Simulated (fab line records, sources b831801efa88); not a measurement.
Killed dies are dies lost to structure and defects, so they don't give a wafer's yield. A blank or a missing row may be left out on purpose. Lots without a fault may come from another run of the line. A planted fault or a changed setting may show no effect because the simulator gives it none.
fab line records | flow sky130
record lots=7 wafers=21 last_day=50
route steps=708 shown POLY_CUT@307 SD_P@320 RES_XHIGH@332 SD_N@342 PAD_OPEN@708
lots that met no fault: from a run of the same line without faults
start_h: hours from the record's first day to the start of the lot's first wafer shown | wait_h: hours since the lot's step before | " the same as in the row above | L1.1+2: a row that stands for several wafers | - no value, or no start given | * or withheld: withheld | < > ~ a bound
route shown NAME@n: a module of which the file shows steps, and the number in the route of the first | usual: mean/standard deviation of fault-free wafers | same: alike in all rows | chamber/n: place in a boat | sites: the reading at each site | _std_site: their standard deviation | _edge_site: outer sites' mean less inner sites' | radius_mm: how far each site lies from the wafer's centre | mask NAME#n: copy n | behind: the tool/chamber that last shaped the wafer | hold: why the lot was held/for how many hours/how that ended | device: the transistor (n, p or np) that didn't switch | end of line: the same wafers' tests at the end of the route | a step without rows: its recipe alone | killed: dies lost to structure and defects at the first sort, not the wafer's yield | map: a wafer's dies, x killed, . not, _ none there
set.NAME: the setting as run; set.NAME@STEP: as run at that earlier step | model.NAME: the simulator's own value behind a step, which no gauge read
lots at some steps of the route; a table a step, a row a wafer
services: from which hour (start_h, from the record's first day; less than 0 if before it) a tool's chamber was out of use, for how many hours, and why
## steps
# step SKY_POLY_CUT_DEHYDRATE_00
# recipe temp_c=200 time_s=60
# step SKY_POLY_CUT_HMDS_01
# recipe prime_time_s=60 prime_temp_c=120
# step SKY_POLY_CUT_COAT_02
# recipe resist=BARC temp_c=withheld time_s=withheld spin_rpm=3000 resist_thk_nm=60
# step SKY_POLY_CUT_COAT_03
# recipe resist=KrF-thick spin_rpm=3000 resist_thk_nm=450
# step SKY_POLY_CUT_SOFTBAKE_04
# recipe temp_c=99.53 time_s=90 resist=KrF-thick
# step SKY_POLY_CUT_EXPOSE_05
# recipe mask_id=NPCM na=0.8 source_shape=annular sigma_inner=0.55 sigma_outer=0.85 target_cd_nm=270 dose_mj=32
# step SKY_POLY_CUT_PEB_06
# recipe peb_temp_c=withheld peb_time_s=withheld resist=KrF-thick
# step SKY_POLY_CUT_DEVELOP_07
# recipe develop_time_s=60 resist=KrF-thick dev_temp_c=21
# step SKY_POLY_CUT_CD_MEAS_08
# recipe target_cd_nm=270
# usual cd_nm=269.9/1.5
# columns lot.wafer tool chamber start_h wait_h cd_nm
L282.1 cd_sem-02 - 591.82 - 271.0
L282.5 " - " " 272.1
L282.6 " - " " 271.5
L285.1 cd_sem-02 - 606.25 - 269.8
L285.2 " - " " 270.0
L285.5 " - " " 269.9
L286.1 cd_sem-02 - 611.71 - 269.4
L286.4 " - " " 268.1
L286.6 " - " " 268.9
L287.2 cd_sem-01 - 631.09 - 271.2
L287.5 " - " " 272.3
L287.6 " - " " 270.6
L294.1 cd_sem-02 - 684.67 - 270.9
L294.4 " - " " 269.2
L294.6 " - " " 270.3
L300.1 cd_sem-01 - 727.60 - 268.5
L300.4 " - " " 269.8
L300.6 " - " " 269.7
L301.2 cd_sem-02 - 727.97 - 269.1
L301.4 " - " " 268.9
L301.6 " - " " 268.7
# step SKY_POLY_CUT_OVL_MEAS_09
# usual POLY_CUT_OVL=-3/5.3
# columns lot.wafer tool chamber start_h wait_h POLY_CUT_OVL[nm]
L282.1 overlay-02 - 591.94 0.1 -10
L282.5 " - " " -1
L282.6 " - " " 1
L285.1 overlay-02 - 606.37 0.1 5
L285.2 " - " " 4
L285.5 " - " " -5
L286.1 overlay-02 - 611.83 0.1 2
L286.4 " - " " -3
L286.6 " - " " -4
L287.2 overlay-01 - 631.20 0.1 -11
L287.5 " - " " 2
L287.6 " - " " -9
L294.1 overlay-01 - 684.79 0.1 -7
L294.4 " - " " -6
L294.6 " - " " -3
L300.1 overlay-01 - 727.72 0.1 9
L300.4 " - " " 0
L300.6 " - " " -1
L301.2 overlay-02 - 728.08 0.1 -1
L301.4 " - " " -1
L301.6 " - " " -1
# step SKY_POLY_CUT_ETCH_10
# recipe chemistry=N2/H2 target=BARC ion_energy_ev=200 source_w=500 bias_w=100 pressure_mtorr=30 n2_flow_sccm=100 h2_flow_sccm=200 stop_on=SiO2 time_s=45.9 target_depth_a=600
# usual drypump_motor_current_A=5.9/0.45 oes_product_au=0.855/0.0048 throttle_valve_pct=13.224/0.0091
# columns lot.wafer tool chamber start_h wait_h drypump_motor_current_A oes_product_au rf_hours_counter_h throttle_valve_pct
L282.1 rie_diel-03 2 591.98 0.0 6.2 0.859 3 13.209
L282.5 " 3 " " 6.1 0.856 - 13.216
L282.6 " 0 " " 6.3 0.855 - 13.221
L285.1 rie_diel-02 0 606.41 0.0 5.9 0.854 9 13.226
L285.2 " 1 " " 6.5 0.849 9 13.221
L285.5 " 1 " " 6.5 0.853 - 13.229
L286.1 rie_diel-02 2 611.87 0.0 5.7 0.859 68 13.226
L286.4 " 0 " " 5.9 0.850 9 13.228
L286.6 " 3 " " 5.0 0.857 - 13.219
L287.2 rie_diel-04 1 631.23 0.0 5.7 0.867 7 13.224
L287.5 " 1 " " 5.7 0.854 - 13.231
L287.6 " 2 " " 5.6 0.854 - 13.220
L294.1 rie_diel-04 3 684.83 0.0 6.5 0.859 5 13.223
L294.4 " 2 " " 5.7 0.850 - 13.217
L294.6 " 1 " " 5.6 0.856 - 13.220
L300.1 rie_diel-02 0 727.76 0.0 5.9 0.853 12 13.217
L300.4 " 1 " " 6.5 0.865 12 13.226
L300.6 " 2 " " 5.7 0.863 - 13.238
L301.2 rie_diel-04 1 728.11 0.0 5.7 0.857 9 13.218
L301.4 " 2 " " 5.6 0.857 3 13.227
L301.6 " 0 " " 5.6 0.851 - 13.216
# step SKY_POLY_CUT_ETCH_11
# recipe target=Si3N4 chemistry=CF4/CH2F2/Ar stop_on=poly-Si source_w=600 bias_w=150 pressure_mtorr=40 cf4_flow_sccm=40 ch2f2_flow_sccm=20 Ar_flow_sccm=150 time_s=42.5 target_depth_a=600
# usual drypump_motor_current_A=5.9/0.45 oes_product_au=0.829/0.0064 throttle_valve_pct=14.995/0.0091
# columns lot.wafer tool chamber start_h wait_h drypump_motor_current_A oes_product_au rf_hours_counter_h throttle_valve_pct
L282.1 rie_diel-03 2 592.02 0.0 6.3 0.830 3 15.003
L282.5 " 3 " " 6.1 0.836 - 14.999
L282.6 " 0 " " 6.3 0.830 - 14.998
L285.1 rie_diel-02 0 606.45 0.0 5.9 0.829 9 15.000
L285.2 " 1 " " 6.5 0.835 9 14.982
L285.5 " 1 " " 6.5 0.822 - 14.988
L286.1 rie_diel-02 2 611.91 0.0 5.6 0.831 68 15.004
L286.4 " 0 " " 5.9 0.825 9 14.989
L286.6 " 3 " " 5.0 0.828 - 14.998
L287.2 rie_diel-04 1 631.27 0.0 5.7 0.837 7 14.992
L287.5 " 1 " " 5.7 0.837 - 14.979
L287.6 " 2 " " 5.7 0.836 - 15.008
L294.1 rie_diel-04 3 684.87 0.0 6.5 0.838 5 15.004
L294.4 " 2 " " 5.7 0.830 - 14.996
L294.6 " 1 " " 5.7 0.828 - 14.992
L300.1 rie_diel-02 0 727.80 0.0 5.9 0.830 12 14.985
L300.4 " 1 " " 6.5 0.822 12 14.998
L300.6 " 2 " " 5.7 0.841 - 15.012
L301.2 rie_diel-04 1 728.15 0.0 5.6 0.827 9 14.994
L301.4 " 2 " " 5.7 0.817 3 14.989
L301.6 " 0 " " 5.6 0.821 - 15.001
# step SKY_POLY_CUT_STRIP_12
# recipe chemistry=O2/N2 power_w=1400 pressure_mtorr=1500 platen_temp_c=withheld o2_flow_sccm=3000 n2_flow_sccm=300 overash_fraction=0.5
# usual drypump_motor_current_A=5.7/0.49 oes_product_au=0.452/0.0046 strip_time_to_endpoint_s=5.367/0.016
# columns lot.wafer tool chamber start_h wait_h drypump_motor_current_A oes_product_au rf_hours_counter_h strip_time_to_endpoint_s
L282.1 plasma_asher-02 1 592.06 0.0 5.6 0.450 81 5.360
L282.5 " 1 " " 5.6 0.451 - 5.368
L282.6 " 0 " " 5.0 0.448 - 5.354
L285.1 plasma_asher-01 1 606.49 0.0 5.3 0.449 90 5.388
L285.2 " 0 " " 6.3 0.459 90 5.387
L285.5 " 1 " " 5.4 0.457 - 5.382
L286.1 plasma_asher-01 0 611.95 0.0 6.3 0.453 91 5.349
L286.4 " 1 " " 5.4 0.456 - 5.358
L286.6 " 0 " " 6.3 0.453 - 5.404
L287.2 plasma_asher-01 1 631.31 0.0 5.4 0.451 93 5.368
L287.5 " 1 " " 5.3 0.458 - 5.361
L287.6 " 0 " " 6.3 0.452 - 5.367
L294.1 plasma_asher-02 1 684.91 0.0 5.6 0.449 90 5.386
L294.4 " 0 " " 4.9 0.448 - 5.389
L294.6 " 1 " " 5.6 0.458 - 5.366
L300.1 plasma_asher-01 0 727.84 0.0 6.3 0.463 102 5.345
L300.4 " 0 " " 6.3 0.447 - 5.345
L300.6 " 1 " " 5.4 0.452 - 5.345
L301.2 plasma_asher-03 1 728.19 0.0 6.2 0.451 62 5.357
L301.4 " 1 " " 6.2 0.454 - 5.346
L301.6 " 1 " " 6.3 0.446 - 5.342
# step SKY_SD_P_DEHYDRATE_00
# recipe temp_c=200 time_s=60
# step SKY_SD_P_HMDS_01
# recipe prime_time_s=60 prime_temp_c=120
# step SKY_SD_P_COAT_02
# recipe resist=NOVOLAK spin_rpm=3000 resist_thk_nm=1140
# step SKY_SD_P_SOFTBAKE_03
# recipe temp_c=90 time_s=60 resist=NOVOLAK
# step SKY_SD_P_EXPOSE_04
# recipe mask_id=PSDM na=0.6 source_shape=conventional sigma_outer=0.6 polarization=unpolarized target_cd_nm=380 dose_mj=138
# step SKY_SD_P_PEB_05
# recipe temp_c=withheld time_s=* resist=NOVOLAK
# step SKY_SD_P_DEVELOP_06
# recipe resist=NOVOLAK developer=TMAH develop_time_s=60 dev_temp_c=23
# step SKY_SD_P_CD_MEAS_07
# recipe target_cd_nm=380
# usual cd_nm=379.8/2.4
# columns lot.wafer tool chamber start_h wait_h cd_nm
L282.1 cd_sem-01 - 621.28 0.1 381.3
L282.5 " - " " 378.9
L282.6 " - " " 381.3
L285.1 cd_sem-02 - 634.43 0.1 382.4
L285.2 " - " " 384.1
L285.5 " - " " 381.6
L286.1 cd_sem-01 - 640.93 0.1 377.7
L286.4 " - " " 380.3
L286.6 " - " " 379.8
L287.2 cd_sem-01 - 659.97 0.1 380.5
L287.5 " - " " 381.8
L287.6 " - " " 380.2
L294.1 cd_sem-01 - 712.66 0.1 380.8
L294.4 " - " " 380.0
L294.6 " - " " 380.4
L300.1 cd_sem-01 - 755.20 0.1 379.7
L300.4 " - " " 377.5
L300.6 " - " " 382.4
L301.2 cd_sem-02 - 755.38 0.1 380.2
L301.4 " - " " 383.2
L301.6 " - " " 381.9
# step SKY_SD_P_OVL_MEAS_08
# usual SD_P_OVL=0.1/1.5
# columns lot.wafer tool chamber start_h wait_h SD_P_OVL[nm]
L282.1 overlay-02 - 621.40 0.1 -0.6
L282.5 " - " " 0.2
L282.6 " - " " 0.3
L285.1 overlay-01 - 634.55 0.1 0.2
L285.2 " - " " 1.0
L285.5 " - " " -0.4
L286.1 overlay-02 - 641.05 0.1 4.4
L286.4 " - " " 3.3
L286.6 " - " " 3.5
L287.2 overlay-02 - 660.08 0.1 -0.5
L287.5 " - " " -0.5
L287.6 " - " " -0.7
L294.1 overlay-02 - 712.78 0.1 -1.2
L294.4 " - " " 0.8
L294.6 " - " " -1.0
L300.1 overlay-01 - 755.32 0.1 0.5
L300.4 " - " " 0.0
L300.6 " - " " 1.7
L301.2 overlay-02 - 755.49 0.1 -1.2
L301.4 " - " " -2.6
L301.6 " - " " -1.0
# step SKY_SD_P_IMPLANT_09
# recipe species=BF2 energy_kev=20 dose_cm2=3e+15 tilt_deg=0
# step SKY_SD_P_STRIP_10
# recipe chemistry=O2/N2 power_w=1400 pressure_mtorr=1500 platen_temp_c=withheld o2_flow_sccm=3000 n2_flow_sccm=300 overash_fraction=0.5
# usual drypump_motor_current_A=6.2/0.39 oes_product_au=0.617/0.0039 strip_time_to_endpoint_s=17.49/0.044
# columns lot.wafer tool chamber start_h wait_h drypump_motor_current_A oes_product_au rf_hours_counter_h strip_time_to_endpoint_s
L282.1 plasma_asher-03 1 621.59 0.1 6.2 0.614 50 17.55
L282.5 " 0 " " 6.0 0.615 - 17.52
L282.6 " 1 " " 6.2 0.615 - 17.53
L285.1 plasma_asher-04 1 634.73 0.1 6.6 0.616 19 17.43
L285.2 " 0 " " 6.4 0.611 19 17.38
L285.5 " 0 " " 6.4 0.619 - 17.40
L286.1 plasma_asher-04 1 641.23 0.1 6.6 0.618 20 17.46
L286.4 " 0 " " 6.4 0.612 - 17.46
L286.6 " 1 " " 6.6 0.613 - 17.45
L287.2 plasma_asher-01 0 660.26 0.1 6.3 0.617 95 17.50
L287.5 " 1 " " 5.3 0.617 - 17.53
L287.6 " 0 " " 6.3 0.619 - 17.48
L294.1 plasma_asher-04 1 712.97 0.1 6.6 0.618 27 17.47
L294.4 " 1 " " 6.6 0.617 - 17.48
L294.6 " 1 " " 6.6 0.617 - 17.47
L300.1 plasma_asher-03 0 755.51 0.1 6.0 0.620 64 17.46
L300.4 " 0 " " 6.0 0.618 - 17.47
L300.6 " 0 " " 6.0 0.622 - 17.49
L301.2 plasma_asher-04 0 755.67 0.1 6.4 0.617 31 17.47
L301.4 " 1 " " 6.6 0.625 - 17.48
L301.6 " 0 " " 6.3 0.619 - 17.53
# step SKY_SD_P_TW_MEAS_11
# usual SD_P_TW=2831/15
# columns lot.wafer tool chamber start_h wait_h SD_P_TW
L282.1 film_metro-02 - 621.69 0.1 2819
L282.5 " - " " 2813
L282.6 " - " " 2830
L285.1 film_metro-01 - 634.83 0.1 2842
L285.2 " - " " 2832
L285.5 " - " " 2847
L286.1 film_metro-02 - 641.33 0.1 2829
L286.4 " - " " 2824
L286.6 " - " " 2815
L287.2 film_metro-02 - 660.37 0.1 2853
L287.5 " - " " 2847
L287.6 " - " " 2855
L294.1 film_metro-01 - 713.07 0.1 2831
L294.4 " - " " 2853
L294.6 " - " " 2839
L300.1 film_metro-02 - 755.61 0.1 2802
L300.4 " - " " 2804
L300.6 " - " " 2811
L301.2 film_metro-01 - 755.78 0.1 2844
L301.4 " - " " 2838
L301.6 " - " " 2858
# step SKY_RES_XHIGH_DEHYDRATE_00
# recipe temp_c=200 time_s=60
# step SKY_RES_XHIGH_HMDS_01
# recipe prime_time_s=60 prime_temp_c=120
# step SKY_RES_XHIGH_COAT_02
# recipe resist=NOVOLAK spin_rpm=3000 resist_thk_nm=1140
# step SKY_RES_XHIGH_SOFTBAKE_03
# recipe temp_c=90 time_s=60 resist=NOVOLAK
# step SKY_RES_XHIGH_EXPOSE_04
# recipe mask_id=URPM na=0.6 source_shape=conventional sigma_outer=0.6 polarization=unpolarized target_cd_nm=1270 dose_mj=140
# step SKY_RES_XHIGH_PEB_05
# recipe temp_c=withheld time_s=* resist=NOVOLAK
# step SKY_RES_XHIGH_DEVELOP_06
# recipe resist=NOVOLAK developer=TMAH develop_time_s=60 dev_temp_c=23
# step SKY_RES_XHIGH_IMPLANT_07
# recipe species=BF2 energy_kev=19.8 dose_cm2=3.6e+14 tilt_deg=0
# step SKY_RES_XHIGH_STRIP_08
# recipe chemistry=O2/N2 power_w=1400 pressure_mtorr=1500 platen_temp_c=withheld o2_flow_sccm=3000 n2_flow_sccm=300 overash_fraction=0.5
# usual drypump_motor_current_A=5.8/0.58 oes_product_au=0.711/0.0045 strip_time_to_endpoint_s=14.28/0.035
# columns lot.wafer tool chamber start_h wait_h drypump_motor_current_A oes_product_au rf_hours_counter_h strip_time_to_endpoint_s
L282.1 plasma_asher-01 1 650.38 0.1 5.4 0.707 94 14.27
L282.5 " 1 " " 5.4 0.717 - 14.24
L282.6 " 0 " " 6.3 0.705 - 14.26
L285.1 plasma_asher-02 1 663.72 0.1 5.6 0.707 88 14.28
L285.2 " 0 " " 5.0 0.717 88 14.29
L285.5 " 0 " " 5.0 0.712 - 14.31
L286.1 plasma_asher-01 0 669.31 0.1 6.3 0.710 96 14.30
L286.4 " 1 " " 5.3 0.711 - 14.30
L286.6 " 1 " " 5.3 0.709 - 14.32
L287.2 plasma_asher-01 0 688.61 0.1 6.4 0.711 98 14.34
L287.5 " 1 " " 5.3 0.710 - 14.30
L287.6 " 0 " " 6.3 0.709 - 14.33
L294.1 plasma_asher-04 0 739.86 0.1 6.4 0.704 29 14.34
L294.4 " 0 " " 6.4 0.714 - 14.28
L294.6 " 1 " " 6.6 0.712 - 14.30
L300.1 plasma_asher-02 1 782.73 0.1 5.5 0.713 99 14.27
L300.4 " 0 " " 5.0 0.703 - 14.32
L300.6 " 0 " " 5.0 0.717 - 14.28
L301.2 plasma_asher-04 0 783.03 0.1 6.4 0.711 33 14.30
L301.4 " 0 " " 6.3 0.711 - 14.29
L301.6 " 1 " " 6.6 0.710 - 14.31
# step SKY_RES_XHIGH_TW_MEAS_09
# usual RES_XHIGH_TW=1639/8.2
# columns lot.wafer tool chamber start_h wait_h RES_XHIGH_TW
L282.1 film_metro-02 - 650.48 0.1 1645
L282.5 " - " " 1644
L282.6 " - " " 1655
L285.1 film_metro-01 - 663.82 0.1 1641
L285.2 " - " " 1641
L285.5 " - " " 1649
L286.1 film_metro-02 - 669.41 0.1 1645
L286.4 " - " " 1640
L286.6 " - " " 1647
L287.2 film_metro-03 - 688.72 0.1 1632
L287.5 " - " " 1639
L287.6 " - " " 1641
L294.1 film_metro-01 - 739.96 0.1 1639
L294.4 " - " " 1650
L294.6 " - " " 1640
L300.1 film_metro-03 - 782.83 0.1 1622
L300.4 " - " " 1628
L300.6 " - " " 1629
L301.2 film_metro-02 - 783.14 0.1 1629
L301.4 " - " " 1635
L301.6 " - " " 1621
# step SKY_SD_N_DEHYDRATE_00
# recipe temp_c=200 time_s=60
# step SKY_SD_N_HMDS_01
# recipe prime_time_s=60 prime_temp_c=120
# step SKY_SD_N_COAT_02
# recipe resist=NOVOLAK spin_rpm=3000 resist_thk_nm=1140
# step SKY_SD_N_SOFTBAKE_03
# recipe temp_c=91.03 time_s=60 resist=NOVOLAK
# step SKY_SD_N_EXPOSE_04
# recipe mask_id=NSDM na=0.6 source_shape=conventional sigma_outer=0.6 polarization=unpolarized target_cd_nm=380 dose_mj=141
# step SKY_SD_N_PEB_05
# recipe temp_c=withheld time_s=* resist=NOVOLAK
# step SKY_SD_N_DEVELOP_06
# recipe resist=NOVOLAK developer=TMAH develop_time_s=60 dev_temp_c=23
# step SKY_PAD_OPEN_PROBE_99
# usual killed_at_M0_to_M3=43/7.2 killed_at_M4_up=3.3/2 killed_at_contacts=25/5.8 killed_at_front_end=15/4.5 killed_at_other=0.3/0.62 killed_dies=86/9.4 killed_on_rim=17/3.7 killed_open=47/7.1 killed_short=39/6
# same gross_dies=492 killed_at_back_side=0
# columns lot.wafer tool chamber start_h wait_h killed_at_M0_to_M3 killed_at_M4_up killed_at_contacts killed_at_front_end killed_at_other killed_dies killed_on_rim killed_open killed_short
L282.1 prober-02 - 1101.26 0.1 47 4 27 12 2 92 16 42 49
L282.5 prober-02 - 1101.46 0.2 37 3 22 9 1 72 13 38 34
L282.6 prober-02 - 1101.51 0.2 44 7 32 18 0 101 23 59 41
L285.1 prober-01 - 1111.51 0.1 39 5 20 52 0 116 24 45 32
L285.2 prober-01 - 1111.56 0.1 52 5 32 10 0 99 13 55 44
L285.5 prober-01 - 1111.71 0.2 38 5 26 51 0 120 34 35 45
L286.1 prober-02 - 1122.75 0.1 41 1 27 19 0 88 22 45 43
L286.4 prober-02 - 1122.90 0.2 28 6 31 53 0 118 27 32 44
L286.6 prober-02 - 1123.00 0.2 28 3 24 21 0 76 20 40 35
L287.2 prober-01 - 1128.99 0.1 40 2 22 61 0 125 30 45 43
L287.5 prober-01 - 1129.14 0.2 40 3 23 55 1 122 30 43 38
L287.6 prober-01 - 1129.19 0.2 48 3 22 8 4 85 22 39 41
L294.1 prober-02 - 1162.27 0.1 50 2 26 7 0 85 16 55 29
L294.4 prober-02 - 1162.42 0.2 39 4 31 13 0 87 20 52 34
L294.6 prober-02 - 1162.52 0.2 37 8 33 19 0 97 16 60 36
L300.1 prober-02 - 1189.89 0.1 62 2 32 14 0 110 23 63 46
L300.4 prober-02 - 1190.04 0.2 48 6 32 10 2 98 15 55 42
L300.6 prober-02 - 1190.14 0.2 53 4 28 18 0 103 15 65 38
L301.2 prober-01 - 1192.38 0.1 44 5 30 17 0 96 26 45 51
L301.4 prober-01 - 1192.48 0.2 42 3 25 25 0 95 15 54 41
L301.6 prober-01 - 1192.58 0.2 39 3 24 20 0 86 18 50 36
# killed by level:class
L282.1 VIA1:geometric_particle:short=8 CONTACT:geometric_particle:open=8 VIA1:geometric_particle:open=8 METAL1:geometric_particle:short=7 CONTACT:geometric_particle:short=6 VIA3:geometric_particle:short=5 LI_CONTACT:geometric_particle:short=5 LI_CONTACT:geometric_particle:open=5
L282.5 VIA1:geometric_particle:open=9 CONTACT:geometric_particle:short=8 CONTACT:geometric_particle:open=7 VIA2:geometric_particle:open=6 LI_CONTACT:geometric_particle:open=5 METAL1:geometric_particle:short=5 POLY_GATE:geometric_particle:short=4 POLY_GATE:geometric_particle:open=3
L282.6 VIA1:geometric_particle:open=12 CONTACT:geometric_particle:open=11 CONTACT:geometric_particle:short=9 VIA2:geometric_particle:open=8 LI_CONTACT:geometric_particle:open=8 POLY_GATE:geometric_particle:short=5 POLY_GATE:geometric_particle:open=4 VIA3:geometric_particle:short=4
L285.1 POLY_CUT:unspecified=39 VIA1:geometric_particle:open=12 VIA2:geometric_particle:open=8 METAL2:geometric_particle:short=6 CONTACT:geometric_particle:open=5 FIELD_ISO:geometric_particle:open=4 LI_CONTACT:geometric_particle:short=4 LI_CONTACT:geometric_particle:open=4
L285.2 CONTACT:geometric_particle:open=15 VIA1:geometric_particle:open=14 LI_CONTACT:geometric_particle:open=8 METAL1:geometric_particle:short=8 METAL2:geometric_particle:short=6 VIA2:geometric_particle:short=5 METAL4:geometric_particle:short=5 LOCAL_INTERCONNECT:geometric_particle:short=4
L285.5 POLY_CUT:unspecified=40 CONTACT:geometric_particle:open=10 VIA1:geometric_particle:short=8 METAL2:geometric_particle:short=7 VIA1:geometric_particle:open=6 LI_CONTACT:geometric_particle:short=5 VIA2:geometric_particle:open=5 LI_CONTACT:geometric_particle:open=4
L286.1 VIA1:geometric_particle:open=11 CONTACT:geometric_particle:short=8 VIA2:geometric_particle:open=7 LI_CONTACT:geometric_particle:open=7 VIA1:geometric_particle:short=7 LOCAL_INTERCONNECT:geometric_particle:short=6 FIELD_ISO:geometric_particle:open=5 POLY_GATE:geometric_particle:open=5
L286.4 POLY_CUT:unspecified=42 LI_CONTACT:geometric_particle:open=9 CONTACT:geometric_particle:short=7 METAL3:geometric_particle:short=6 CONTACT:geometric_particle:open=6 LOCAL_INTERCONNECT:geometric_particle:short=5 METAL4:geometric_particle:short=5 METAL1:geometric_particle:short=5
L286.6 CONTACT:geometric_particle:open=10 FIELD_ISO:geometric_particle:short=7 VIA1:geometric_particle:open=6 POLY_GATE:geometric_particle:open=5 LI_CONTACT:geometric_particle:open=5 VIA2:geometric_particle:open=5 VIA3:geometric_particle:open=5 METAL1:geometric_particle:short=4
L287.2 POLY_CUT:unspecified=37 VIA1:geometric_particle:open=10 CONTACT:geometric_particle:open=9 METAL1:geometric_particle:short=6 POLY_GATE:geometric_particle:short=5 VIA2:geometric_particle:open=5 VIA3:geometric_particle:open=5 FIELD_ISO:geometric_particle:short=4
L287.5 POLY_CUT:unspecified=41 VIA3:geometric_particle:open=10 VIA1:geometric_particle:open=8 CONTACT:geometric_particle:open=7 CONTACT:geometric_particle:short=6 FIELD_ISO:geometric_particle:open=5 LI_CONTACT:geometric_particle:open=5 FIELD_ISO:geometric_particle:short=4
L287.6 VIA1:geometric_particle:short=8 VIA1:geometric_particle:open=8 METAL2:geometric_particle:short=8 VIA2:geometric_particle:open=8 LI_CONTACT:geometric_particle:open=7 CONTACT:geometric_particle:open=7 VIA3:geometric_particle:short=5 CONTACT:geometric_particle:short=4
L294.1 VIA1:geometric_particle:open=14 CONTACT:geometric_particle:open=10 LI_CONTACT:geometric_particle:open=9 METAL1:geometric_particle:open=6 VIA1:geometric_particle:short=6 VIA3:geometric_particle:open=6 VIA2:geometric_particle:open=5 METAL1:geometric_particle:short=4
L294.4 CONTACT:geometric_particle:open=14 VIA1:geometric_particle:open=13 VIA2:geometric_particle:open=7 CONTACT:geometric_particle:short=6 FIELD_ISO:geometric_particle:short=5 LI_CONTACT:geometric_particle:open=4 LI_CONTACT:geometric_particle:short=4 VIA1:geometric_particle:short=4
L294.6 VIA3:geometric_particle:open=11 CONTACT:geometric_particle:open=11 VIA1:geometric_particle:open=10 LI_CONTACT:geometric_particle:open=7 POLY_GATE:geometric_particle:open=6 LI_CONTACT:geometric_particle:short=5 LOCAL_INTERCONNECT:geometric_particle:short=5 VIA1:geometric_particle:short=5
L300.1 VIA1:geometric_particle:open=15 VIA3:geometric_particle:open=13 CONTACT:geometric_particle:open=12 METAL1:geometric_particle:short=8 LI_CONTACT:geometric_particle:open=8 VIA1:geometric_particle:short=7 FIELD_ISO:geometric_particle:short=6 LOCAL_INTERCONNECT:geometric_particle:short=5
L300.4 VIA1:geometric_particle:open=15 LI_CONTACT:geometric_particle:open=10 CONTACT:geometric_particle:open=8 VIA1:geometric_particle:short=8 CONTACT:geometric_particle:short=5 VIA3:geometric_particle:open=5 VIA2:geometric_particle:open=5 METAL4:geometric_particle:short=5
L300.6 VIA1:geometric_particle:open=18 CONTACT:geometric_particle:open=10 VIA3:geometric_particle:open=10 VIA2:geometric_particle:open=8 CONTACT:geometric_particle:short=7 POLY_GATE:geometric_particle:short=6 FIELD_ISO:geometric_particle:open=5 POLY_GATE:geometric_particle:open=4
L301.2 CONTACT:geometric_particle:open=10 LI_CONTACT:geometric_particle:open=8 VIA1:geometric_particle:open=7 CONTACT:geometric_particle:short=6 METAL3:geometric_particle:short=6 METAL1:geometric_particle:short=6 METAL4:geometric_particle:short=5 METAL2:geometric_particle:short=5
L301.4 LI_CONTACT:geometric_particle:open=12 VIA1:geometric_particle:open=12 POLY_GATE:geometric_particle:open=7 METAL3:geometric_particle:short=7 METAL2:geometric_particle:short=7 CONTACT:geometric_particle:open=6 POLY_GATE:geometric_particle:short=5 VIA2:geometric_particle:open=5
L301.6 CONTACT:geometric_particle:open=11 VIA1:geometric_particle:open=10 METAL1:geometric_particle:short=6 LI_CONTACT:geometric_particle:open=6 VIA2:geometric_particle:open=6 METAL2:geometric_particle:short=5 POLY_GATE:geometric_particle:open=4 POLY_GATE:geometric_particle:short=4
# map L285.5 (x killed, . not)
__________x.......xx_________
________...........xxx_______
______.....x....x......._____
_____.......xx.........x.____
____x..x.x...x......xx....___
___........x...............__
__...x.......xx.......xx...x_
_...x.x.x.x........x...xx...x
_.......................x....
_........x............x....x.
_x.............x.......x.....
_.................x....xx....
_....x............x....x.x...
_............xx...x..........
_.x.....x...................x
__..........x...xx.x..x....x_
___xx......xx.....x...xxx..__
____...xx.xxxxxx.xxxxx.x.x___
_____..xxxxxxxx.........x____
______xxxxxxxxxx...x...._____
________xxxxxxxxx...xx_______
__________xxxxx.x.xx_________
# map L286.4 (x killed, . not)
__________..x......._________
________........x....._______
______...x.x...xx...x..._____
_____.........xx...x..x..____
____..x................x.x___
___x...x.x....xxx......x...__
__.....x.....x............x._
_.x....xx....x.....x.....x...
_......xx.x..x....x.x......x.
_.........x..x..........x....
_..x.x..............x........
_...x......xx...............x
_.x........x....x............
_........x..............x....
_...x...............x......x.
__..x.......x.x........x...._
___..x...xxx.x....x...xxx..__
____x....xxxxxx..........x___
_____xxxxxxxxxx....x..xx.____
______xxxxxxxxxx.x......_____
________xxxxxxxxx....x_______
__________xxxxxxx..x_________
## services
# columns tool chamber start_h hours kind
plasma_asher-03 - 570.37 0.9 repair
plasma_asher-04 - 572.55 4.0 repair
plasma_asher-04 - 585.17 0.8 repair
plasma_asher-04 - 610.32 3.8 repair
rie_diel-04 - 612.22 0.7 repair
rie_diel-03 2 612.35 7.2 repair
plasma_asher-02 - 630.72 2.8 pm
rie_diel-03 3 640.99 9.6 repair
rie_diel-03 0 649.76 5.1 repair
rie_diel-03 3 651.13 5.4 repair
rie_diel-04 0 676.59 10.9 repair
plasma_asher-02 - 691.22 5.7 repair
rie_diel-04 1 696.89 1.6 repair
rie_diel-02 1 708.46 3.8 repair
plasma_asher-04 - 718.23 3.0 repair
rie_diel-03 3 730.07 11.3 repair
plasma_asher-01 - 733.75 9.0 pm
plasma_asher-01 0 733.75 9.0 vent_cycle
plasma_asher-01 1 733.75 9.0 vent_cycle
rie_diel-04 - 747.34 0.5 repair
plasma_asher-01 - 761.12 1.5 repair
rie_diel-04 0 766.69 3.3 repair
rie_diel-03 0 778.80 9.1 repair
rie_diel-04 3 781.32 6.6 repair
## key
first_sign step=SKY_PAD_OPEN_PROBE_99 reading=killed_at_front_end direction=up sigmas=8.8 usual=15 struck=54
effect step=SKY_PAD_OPEN_PROBE_99 reading=killed_dies direction=up sigmas=3.6 usual=86 struck=120
met_at SKY_POLY_CUT_STRIP_12
struck_wafers L285.1,L285.5,L286.4,L287.2,L287.5
tester_left_out L285,L286,L287
fault kind=chamber_particle_source tool=plasma_asher-01 chamber=1 onset_h=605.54 steps=SKY_POLY_CUT_STRIP_12 rate_per_visit_cm2=1.492 end_h=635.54
# tester_left_out: of these lots the tester's yield and bins aren't shown, on N5 and GAA mostly nor the transistor test; their killed dies are dies lost to structure and defects alone, not to doping, threshold or leakage, so they don't give the yield
